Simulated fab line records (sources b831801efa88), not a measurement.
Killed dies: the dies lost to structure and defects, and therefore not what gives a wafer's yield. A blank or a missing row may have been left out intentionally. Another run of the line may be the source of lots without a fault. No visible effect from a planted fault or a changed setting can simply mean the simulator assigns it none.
fab line records -- flow sky130
record lots=13, wafers=38, last_day=50
route steps=708 shown PWDE@55 VT_ADJUST_PCH@153 SONOS_ONO@185 POLY_GATE@224 PAD_OPEN@708
lots untouched by any fault: they come from a run of this same line in which no faults occurred
start_h: hours from the record's first day to the start of the lot's first wafer shown -- wait_h: how many hours have passed since the lot's step before this one -- " the same as in the row above -- L1.1+2: several wafers, shown together as one row -- - either no value or no given start -- * or withheld: withheld -- < > ~ a bound
route shown NAME@n: NAME is a module with steps in the file, n the number in the route of the first one -- usual: the fault-free wafers' mean and standard deviation -- same: alike in all rows -- chamber/n: place in a boat -- sites: per-site readings -- _std_site: how widely they spread, as a standard deviation -- _edge_site: mean of outer sites minus mean of inner sites -- radius_mm: for every site, how far away it sits from the centre of the wafer -- mask NAME#n: copy n -- behind: tool/chamber where the wafer was last shaped -- hold: cause of the lot's hold/its duration in hours/its outcome -- device: which transistor (n, p or np) failed to switch -- end of line: tests run on the same wafers once the route is complete -- step lacking rows: just its recipe -- killed: dies lost to structure and defects at the first sort, not the wafer's yield -- map: per-die view of a wafer (x killed, . not killed, _ where there is no die)
set.NAME: the setting as run; set.NAME@STEP: as run at that earlier step -- model.NAME: the simulator's own value behind a step, which no gauge read
route steps across a sampled set of lots; one table per step, one row per wafer
services: a tool's chamber out of use, with start hour (start_h, from the record's first day; less than 0 if before it), hours out, and reason
## steps
# step SKY_PWDE_TW_MEAS_10
# usual PWDE_TW=376.3/1.7
lot.wafer,tool,chamber,start_h,wait_h,PWDE_TW
L363.2,film_metro-03,-,65.62,0.1,375.4
L363.3,film_metro-03,-,65.62,0.1,376.7
L363.5,film_metro-03,-,65.62,0.1,375.4
L365.1,film_metro-04,-,76.51,0.1,379.6
L365.2,film_metro-04,-,76.51,0.1,379.7
L365.3,film_metro-04,-,76.51,0.1,380.8
L366.3,film_metro-02,-,88.88,0.1,377.6
L366.5,film_metro-02,-,88.88,0.1,378.4
L366.6,film_metro-02,-,88.88,0.1,377.1
L367.2,film_metro-03,-,93.24,0.1,376.1
L367.3,film_metro-03,-,93.24,0.1,374.3
L367.5,film_metro-03,-,93.24,0.1,374.1
L368.1,film_metro-02,-,98.72,0.1,374.9
L368.3,film_metro-02,-,98.72,0.1,377.7
L368.5,film_metro-02,-,98.72,0.1,375.1
L369.2,film_metro-04,-,103.84,0.1,376.1
L369.3,film_metro-04,-,103.84,0.1,376.4
L369.4,film_metro-04,-,103.84,0.1,376.6
L370.3,film_metro-04,-,108.79,0.1,377.2
L370.4,film_metro-04,-,108.79,0.1,375.9
L370.5,film_metro-04,-,108.79,0.1,374.7
L371.3,film_metro-04,-,116.19,0.1,377.4
L371.4,film_metro-04,-,116.19,0.1,376.3
L382.2,film_metro-02,-,179.78,0.1,377.4
L382.4,film_metro-02,-,179.78,0.1,375.5
L382.5,film_metro-02,-,179.78,0.1,377.3
L383.3,film_metro-04,-,184.23,0.1,377.2
L383.4,film_metro-04,-,184.23,0.1,377.4
L383.5,film_metro-04,-,184.23,0.1,377.3
L384.1,film_metro-02,-,190.11,0.1,376.6
L384.3,film_metro-02,-,190.11,0.1,375.3
L384.4,film_metro-02,-,190.11,0.1,375.8
L385.2,film_metro-02,-,195.09,0.1,376.5
L385.3,film_metro-02,-,195.09,0.1,378.1
L385.4,film_metro-02,-,195.09,0.1,376.3
L386.2,film_metro-03,-,199.13,0.1,372.6
L386.5,film_metro-03,-,199.13,0.1,370.5
L386.6,film_metro-03,-,199.13,0.1,373.9
# step SKY_VT_ADJUST_PCH_TW_MEAS_10
# usual VT_ADJUST_PCH_TW=142.8/0.98
lot.wafer,tool,chamber,start_h,wait_h,VT_ADJUST_PCH_TW
L363.2,film_metro-01,-,218.62,0.1,140.6
L363.3,film_metro-01,-,218.62,0.1,141.1
L363.5,film_metro-01,-,218.62,0.1,142.1
L365.1,film_metro-03,-,235.61,0.1,142.2
L365.2,film_metro-03,-,235.61,0.1,142.2
L365.3,film_metro-03,-,235.61,0.1,142.4
L366.3,film_metro-02,-,252.59,0.1,144.0
L366.5,film_metro-02,-,252.59,0.1,144.0
L366.6,film_metro-02,-,252.59,0.1,144.5
L367.2,film_metro-01,-,257.27,0.1,141.0
L367.3,film_metro-01,-,257.27,0.1,141.3
L367.5,film_metro-01,-,257.27,0.1,142.3
L368.1,film_metro-02,-,267.48,0.1,143.8
L368.3,film_metro-02,-,267.48,0.1,143.3
L368.5,film_metro-02,-,267.48,0.1,143.8
L369.2,film_metro-02,-,273.21,0.1,143.8
L369.3,film_metro-02,-,273.21,0.1,144.3
L369.4,film_metro-02,-,273.21,0.1,143.8
L370.3,film_metro-02,-,279.20,0.1,143.6
L370.4,film_metro-02,-,279.20,0.1,143.7
L370.5,film_metro-02,-,279.20,0.1,143.9
L371.3,film_metro-03,-,288.92,0.1,143.1
L371.4,film_metro-03,-,288.92,0.1,142.6
L382.2,film_metro-01,-,376.14,0.1,141.9
L382.4,film_metro-01,-,376.14,0.1,141.3
L382.5,film_metro-01,-,376.14,0.1,142.3
L383.3,film_metro-01,-,381.76,0.1,142.4
L383.4,film_metro-01,-,381.76,0.1,142.2
L383.5,film_metro-01,-,381.76,0.1,142.1
L384.1,film_metro-02,-,388.93,0.1,143.0
L384.3,film_metro-02,-,388.93,0.1,143.0
L384.4,film_metro-02,-,388.93,0.1,142.9
L385.2,film_metro-01,-,395.00,0.1,141.3
L385.3,film_metro-01,-,395.00,0.1,141.6
L385.4,film_metro-01,-,395.00,0.1,141.8
L386.2,film_metro-01,-,401.30,0.1,141.9
L386.5,film_metro-01,-,401.30,0.1,142.3
L386.6,film_metro-01,-,401.30,0.1,142.8
# step SKY_SONOS_ONO_STRIP_17
# recipe chemistry=O2/N2, power_w=1400, pressure_mtorr=1500, platen_temp_c=withheld, o2_flow_sccm=3000, n2_flow_sccm=300, overash_fraction=0.5
# usual drypump_motor_current_A=5.6/0.62, oes_product_au=0.710/0.0042, strip_time_to_endpoint_s=14.12/0.041
lot.wafer,tool,chamber,start_h,wait_h,drypump_motor_current_A,oes_product_au,rf_hours_counter_h,strip_time_to_endpoint_s
L363.2,plasma_asher-01,1,272.56,0.0,6.3,0.713,45,14.07
L363.3,plasma_asher-01,1,272.56,0.0,6.3,0.712,-,14.08
L363.5,plasma_asher-01,0,272.56,0.0,5.1,0.710,-,14.09
L365.1,plasma_asher-01,0,289.24,0.0,5.2,0.713,47,14.01
L365.2,plasma_asher-01,1,289.24,0.0,6.3,0.711,47,14.00
L365.3,plasma_asher-01,1,289.24,0.0,6.3,0.701,-,14.01
L366.3,plasma_asher-04,1,307.83,0.0,6.2,0.710,-,14.11
L366.5,plasma_asher-04,0,307.83,0.0,4.8,0.709,-,14.13
L366.6,plasma_asher-04,1,307.83,0.0,6.2,0.718,-,14.10
L367.2,plasma_asher-04,0,312.00,0.0,4.8,0.715,19,14.15
L367.3,plasma_asher-04,0,312.00,0.0,4.9,0.718,-,14.18
L367.5,plasma_asher-04,1,312.00,0.0,6.2,0.706,-,14.15
L368.1,plasma_asher-03,1,324.56,0.0,5.8,0.709,66,14.17
L368.3,plasma_asher-03,1,324.56,0.0,5.8,0.707,-,14.13
L368.5,plasma_asher-03,0,324.56,0.0,4.8,0.710,-,14.13
L369.2,plasma_asher-01,1,329.63,0.0,6.3,0.701,51,14.14
L369.3,plasma_asher-01,0,329.63,0.0,5.2,0.708,-,14.14
L369.4,plasma_asher-01,1,329.63,0.0,6.3,0.706,-,14.08
L370.3,plasma_asher-01,1,335.49,0.0,6.3,0.710,-,14.08
L370.4,plasma_asher-01,0,335.49,0.0,5.2,0.715,-,14.08
L370.5,plasma_asher-01,1,335.49,0.0,6.4,0.715,-,14.08
L371.3,plasma_asher-03,0,352.73,0.0,4.8,0.705,-,14.11
L371.4,plasma_asher-03,1,352.73,0.0,5.8,0.712,-,14.09
L382.2,plasma_asher-01,1,442.80,0.0,6.3,0.716,59,14.18
L382.4,plasma_asher-01,1,442.80,0.0,6.3,0.709,-,14.14
L382.5,plasma_asher-01,1,442.80,0.0,6.3,0.707,-,14.16
L383.3,plasma_asher-01,0,446.82,0.0,5.2,0.707,-,14.13
L383.4,plasma_asher-01,1,446.82,0.0,6.3,0.713,-,14.13
L383.5,plasma_asher-01,1,446.82,0.0,6.3,0.716,-,14.12
L384.1,plasma_asher-01,0,457.65,0.0,5.2,0.717,60,14.12
L384.3,plasma_asher-01,1,457.65,0.0,6.3,0.710,-,14.13
L384.4,plasma_asher-01,0,457.65,0.0,5.2,0.708,-,14.13
L385.2,plasma_asher-01,1,467.15,0.0,6.3,0.710,61,14.09
L385.3,plasma_asher-01,1,467.15,0.0,6.3,0.714,-,14.10
L385.4,plasma_asher-01,0,467.15,0.0,5.1,0.699,-,14.06
L386.2,plasma_asher-04,1,467.26,0.0,6.2,0.710,38,14.15
L386.5,plasma_asher-04,1,467.26,0.0,6.2,0.718,-,14.16
L386.6,plasma_asher-04,0,467.26,0.0,4.9,0.718,-,14.09
# step SKY_POLY_GATE_EXPOSE_10
# recipe mask_id=P1M, na=0.68, source_shape=conventional, sigma_outer=0.6, target_cd_nm=150, dose_mj=28
lot.wafer,tool,chamber,start_h,wait_h,mask
L363.2+3+5,krf_scanner-01,0,343.13,-,P1M#0
L365.1+2+3,krf_scanner-02,0,363.82,-,P1M#0
L366.3+5+6,krf_scanner-01,0,391.23,-,P1M#0
L367.2+3+5,krf_scanner-02,0,400.68,-,P1M#0
L369.2+3+4,krf_scanner-02,0,415.10,-,P1M#0
L370.3+4+5,krf_scanner-02,0,415.24,-,P1M#0
L368.1+3+5,krf_scanner-02,0,415.32,-,P1M#0
L371.3+4,krf_scanner-02,0,435.54,-,P1M#0
L382.2+4+5,krf_scanner-01,0,528.40,-,P1M#0
L383.3+4+5,krf_scanner-01,0,531.47,-,P1M#0
L384.1+3+4,krf_scanner-01,0,541.81,-,P1M#0
L385.2+3+4,krf_scanner-01,0,549.67,-,P1M#0
L386.2+5+6,krf_scanner-01,0,552.22,-,P1M#0
# step SKY_POLY_GATE_CD_MEAS_13
# recipe target_cd_nm=150
# usual cd_nm=150.1/1.4
lot.wafer,tool,chamber,start_h,wait_h,cd_nm
L363.2,cd_sem-02,-,355.72,-,149.5
L363.3,cd_sem-02,-,355.72,-,150.9
L363.5,cd_sem-02,-,355.72,-,149.4
L365.1,cd_sem-02,-,377.80,-,148.3
L365.2,cd_sem-02,-,377.80,-,147.5
L365.3,cd_sem-02,-,377.80,-,148.7
L366.3,cd_sem-01,-,406.22,-,148.8
L366.5,cd_sem-01,-,406.22,-,149.3
L366.6,cd_sem-01,-,406.22,-,149.6
L367.2,cd_sem-01,-,415.27,-,152.3
L367.3,cd_sem-01,-,415.27,-,151.4
L367.5,cd_sem-01,-,415.27,-,151.6
L369.2,cd_sem-01,-,430.10,-,150.2
L369.3,cd_sem-01,-,430.10,-,150.1
L369.4,cd_sem-01,-,430.10,-,151.2
L370.3,cd_sem-02,-,430.14,-,110.1
L370.4,cd_sem-02,-,430.14,-,148.3
L370.5,cd_sem-02,-,430.14,-,147.0
L368.1,cd_sem-01,-,430.26,-,150.9
L368.3,cd_sem-01,-,430.26,-,112.3
L368.5,cd_sem-01,-,430.26,-,151.8
L371.3,cd_sem-01,-,449.40,-,113.1
L371.4,cd_sem-01,-,449.40,-,148.6
L382.2,cd_sem-02,-,542.62,-,150.2
L382.4,cd_sem-02,-,542.62,-,150.4
L382.5,cd_sem-02,-,542.62,-,151.1
L383.3,cd_sem-01,-,546.85,-,152.2
L383.4,cd_sem-01,-,546.85,-,151.2
L383.5,cd_sem-01,-,546.85,-,151.5
L384.1,cd_sem-01,-,557.15,-,150.2
L384.3,cd_sem-01,-,557.15,-,150.9
L384.4,cd_sem-01,-,557.15,-,150.8
L385.2,cd_sem-02,-,564.77,-,150.4
L385.3,cd_sem-02,-,564.77,-,151.6
L385.4,cd_sem-02,-,564.77,-,150.6
L386.2,cd_sem-01,-,567.35,-,151.2
L386.5,cd_sem-01,-,567.35,-,150.1
L386.6,cd_sem-01,-,567.35,-,150.3
# step SKY_PAD_OPEN_PROBE_99
# usual killed_at_M0_to_M3=44/7.5, killed_at_M4_up=2.9/1.8, killed_at_contacts=24/5.1, killed_at_front_end=16/4.7, killed_at_other=0.3/0.46, killed_dies=87/9.9, killed_on_rim=17/4.5, killed_open=47/8, killed_short=39/6.3
# same gross_dies=492, killed_at_back_side=0
lot.wafer,tool,chamber,start_h,wait_h,killed_at_M0_to_M3,killed_at_M4_up,killed_at_contacts,killed_at_front_end,killed_at_other,killed_dies,killed_on_rim,killed_open,killed_short
L363.2,prober-01,-,1068.30,0.1,40,2,22,22,0,86,12,54,32
L363.3,prober-01,-,1068.35,0.2,31,4,26,14,0,75,13,37,38
L363.5,prober-01,-,1068.45,0.2,39,2,20,11,0,72,14,44,28
L365.1,prober-01,-,1085.50,0.1,47,2,25,17,0,91,19,52,39
L365.2,prober-01,-,1085.55,0.1,47,2,30,21,0,100,24,49,51
L365.3,prober-01,-,1085.60,0.2,42,0,28,19,1,90,18,50,40
L366.3,prober-02,-,1102.45,0.2,47,2,29,15,1,94,17,55,38
L366.5,prober-02,-,1102.55,0.2,47,2,18,9,0,76,18,39,36
L366.6,prober-02,-,1102.60,0.2,56,1,21,13,1,92,17,47,43
L370.3,prober-01,-,1119.96,0.2,43,3,31,408,0,485,96,51,47
L370.4,prober-01,-,1120.01,0.2,41,3,28,18,0,90,20,47,42
L370.5,prober-01,-,1120.06,0.2,36,4,22,24,0,86,17,44,42
L368.1,prober-02,-,1122.50,0.1,41,7,20,15,0,83,15,43,39
L368.3,prober-02,-,1122.60,0.2,46,5,32,404,0,487,96,51,45
L368.5,prober-02,-,1122.70,0.2,58,5,22,18,0,103,20,50,52
L371.3,prober-01,-,1130.45,0.2,33,4,35,407,0,479,96,55,29
L371.4,prober-01,-,1130.50,0.2,50,2,24,20,1,97,24,58,38
# killed by level:class
L363.2 VIA1:geometric_particle:open=12 LI_CONTACT:geometric_particle:open=8 VIA3:geometric_particle:open=8 CONTACT:geometric_particle:short=6 FIELD_ISO:geometric_particle:short=5 POLY_GATE:geometric_particle:short=5 VIA2:geometric_particle:open=5 POLY_GATE:geometric_particle:open=4
L363.3 LI_CONTACT:geometric_particle:open=9 VIA1:geometric_particle:open=8 CONTACT:geometric_particle:short=7 VIA2:geometric_particle:open=7 CONTACT:geometric_particle:open=7 POLY_GATE:geometric_particle:short=6 FIELD_ISO:geometric_particle:short=4 METAL4:geometric_particle:short=4
L363.5 CONTACT:geometric_particle:open=13 VIA2:geometric_particle:open=9 VIA1:geometric_particle:short=5 VIA2:geometric_particle:short=5 VIA1:geometric_particle:open=4 FIELD_ISO:geometric_particle:open=3 POLY_GATE:geometric_particle:open=3 SPACER:geometric_particle:open=3
L365.1 VIA1:geometric_particle:open=10 CONTACT:geometric_particle:open=9 FIELD_ISO:geometric_particle:open=6 VIA2:geometric_particle:open=6 METAL1:geometric_particle:short=6 LI_CONTACT:geometric_particle:open=5 METAL1:geometric_particle:open=5 CONTACT:geometric_particle:short=5
L365.2 CONTACT:geometric_particle:open=10 VIA1:geometric_particle:open=8 LI_CONTACT:geometric_particle:open=7 VIA2:geometric_particle:short=7 FIELD_ISO:geometric_particle:short=6 METAL1:geometric_particle:short=6 LI_CONTACT:geometric_particle:short=5 VIA1:geometric_particle:short=5
L365.3 VIA1:geometric_particle:open=11 LOCAL_INTERCONNECT:geometric_particle:short=9 CONTACT:geometric_particle:open=8 VIA3:geometric_particle:open=8 CONTACT:geometric_particle:short=5 VIA2:geometric_particle:open=5 FIELD_ISO:geometric_particle:short=4 LI_CONTACT:geometric_particle:open=4
L366.3 LI_CONTACT:geometric_particle:open=10 CONTACT:geometric_particle:open=10 VIA1:geometric_particle:open=10 VIA2:geometric_particle:open=8 METAL2:geometric_particle:short=6 POLY_GATE:geometric_particle:short=5 VIA3:geometric_particle:open=5 FIELD_ISO:geometric_particle:open=4
L366.5 VIA1:geometric_particle:open=7 VIA2:geometric_particle:open=6 VIA2:geometric_particle:short=5 LI_CONTACT:geometric_particle:open=5 METAL2:geometric_particle:short=5 METAL1:geometric_particle:short=5 VIA1:geometric_particle:short=5 VIA3:geometric_particle:open=5
L366.6 VIA1:geometric_particle:open=16 METAL1:geometric_particle:short=9 METAL2:geometric_particle:short=8 LI_CONTACT:geometric_particle:open=7 CONTACT:geometric_particle:open=6 VIA3:geometric_particle:open=6 VIA1:geometric_particle:short=5 FIELD_ISO:geometric_particle:open=4
L370.3 POLY_GATE:area_expose=387 CONTACT:geometric_particle:open=12 VIA1:geometric_particle:open=12 LI_CONTACT:geometric_particle:open=8 METAL1:geometric_particle:short=7 POLY_GATE:geometric_particle:short=6 VIA1:geometric_particle:short=5 FIELD_ISO:geometric_particle:short=5
L370.4 LI_CONTACT:geometric_particle:open=12 VIA1:geometric_particle:open=10 POLY_GATE:geometric_particle:short=8 CONTACT:geometric_particle:open=7 METAL3:geometric_particle:short=6 METAL2:geometric_particle:short=6 VIA3:geometric_particle:open=5 POLY_GATE:geometric_particle:open=4
L370.5 VIA2:geometric_particle:open=7 FIELD_ISO:geometric_particle:open=6 FIELD_ISO:geometric_particle:short=6 CONTACT:geometric_particle:open=6 METAL2:geometric_particle:short=6 VIA1:geometric_particle:open=5 POLY_GATE:geometric_particle:short=4 LI_CONTACT:geometric_particle:open=4
L368.1 VIA1:geometric_particle:short=8 CONTACT:geometric_particle:open=7 METAL2:geometric_particle:short=7 LI_CONTACT:geometric_particle:open=6 VIA3:geometric_particle:open=6 VIA2:geometric_particle:open=6 METAL4:geometric_particle:short=6 FIELD_ISO:geometric_particle:open=4
L368.3 POLY_GATE:area_expose=391 VIA1:geometric_particle:open=12 CONTACT:geometric_particle:open=10 LI_CONTACT:geometric_particle:open=8 CONTACT:geometric_particle:short=7 FIELD_ISO:geometric_particle:short=6 VIA1:geometric_particle:short=5 VIA2:geometric_particle:open=5
L368.5 VIA1:geometric_particle:open=15 VIA2:geometric_particle:open=14 METAL2:geometric_particle:short=11 POLY_GATE:geometric_particle:short=6 FIELD_ISO:geometric_particle:short=5 LI_CONTACT:geometric_particle:short=5 LI_CONTACT:geometric_particle:open=5 METAL1:geometric_particle:short=5
L371.3 POLY_GATE:area_expose=395 CONTACT:geometric_particle:open=13 VIA1:geometric_particle:open=11 LI_CONTACT:geometric_particle:open=10 LOCAL_INTERCONNECT:geometric_particle:short=7 POLY_GATE:geometric_particle:open=4 CONTACT:geometric_particle:short=4 FIELD_ISO:geometric_particle:open=3
L371.4 VIA3:geometric_particle:open=11 CONTACT:geometric_particle:open=10 VIA2:geometric_particle:open=7 FIELD_ISO:geometric_particle:open=6 LI_CONTACT:geometric_particle:open=6 VIA1:geometric_particle:open=6 VIA1:geometric_particle:short=6 METAL1:geometric_particle:short=5
## services
tool,chamber,start_h,hours,kind
krf_scanner-02,-,277.44,1.0,pm
krf_scanner-01,-,283.90,0.8,repair
krf_scanner-01,-,297.10,1.3,pm
krf_scanner-02,-,311.74,0.8,pm
krf_scanner-02,-,355.97,4.4,pm
plasma_asher-01,-,366.47,4.3,pm
krf_scanner-01,-,374.38,1.0,pm
krf_scanner-02,-,374.68,0.7,repair
plasma_asher-01,-,374.77,24.6,pm
krf_scanner-02,-,382.72,3.2,repair
krf_scanner-01,-,389.86,0.8,pm
krf_scanner-02,-,390.15,3.6,repair
krf_scanner-02,-,394.12,1.3,pm
plasma_asher-01,-,399.42,15.6,pm
plasma_asher-03,-,402.37,28.1,pm
krf_scanner-01,-,403.61,0.4,repair
krf_scanner-02,-,411.03,3.6,pm
krf_scanner-01,-,412.16,1.0,repair
krf_scanner-01,-,414.94,0.8,pm
krf_scanner-01,-,432.84,4.4,pm
krf_scanner-02,-,446.44,1.0,pm
krf_scanner-01,-,473.00,1.3,pm
krf_scanner-02,-,480.54,0.8,pm
krf_scanner-01,-,543.38,1.0,pm
## key
first_sign step=SKY_POLY_GATE_CD_MEAS_13, reading=cd_nm, direction=down, sigmas=28, usual=150.1, struck=111.8
effect step=SKY_PAD_OPEN_PROBE_99, reading=killed_at_front_end, direction=up, sigmas=82, usual=16, struck=406
more_kills_born_at SKY_POLY_GATE_EXPOSE_10@krf_scanner-02=1173
met_at SKY_POLY_GATE_EXPOSE_10
struck_lots L368,L370,L371
struck_wafers L368.3,L370.3,L371.3
later_rows_left_out L368.3,L370.3,L371.3
tester_left_out L368,L370,L371
not_acting_at SKY_PWDE_TW_MEAS_10,SKY_VT_ADJUST_PCH_TW_MEAS_10,SKY_SONOS_ONO_STRIP_17
fault kind=process_parameter_drift, tool=krf_scanner-02, chamber=-, onset_h=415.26, steps=SKY_POLY_GATE_EXPOSE_10, channel=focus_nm, offset=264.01, shape=step, end_h=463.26, scope=struck_wafers_only
# tester_left_out: of these lots the tester's yield and bins aren't shown, on N5 and GAA mostly nor the transistor test; their killed dies are dies lost to structure and defects alone, not to doping, threshold or leakage, so they don't give the yield
# later_rows_left_out: the simulator's readings of these wafers behind a module that went badly wrong aren't trusted and aren't shown, but for the sort
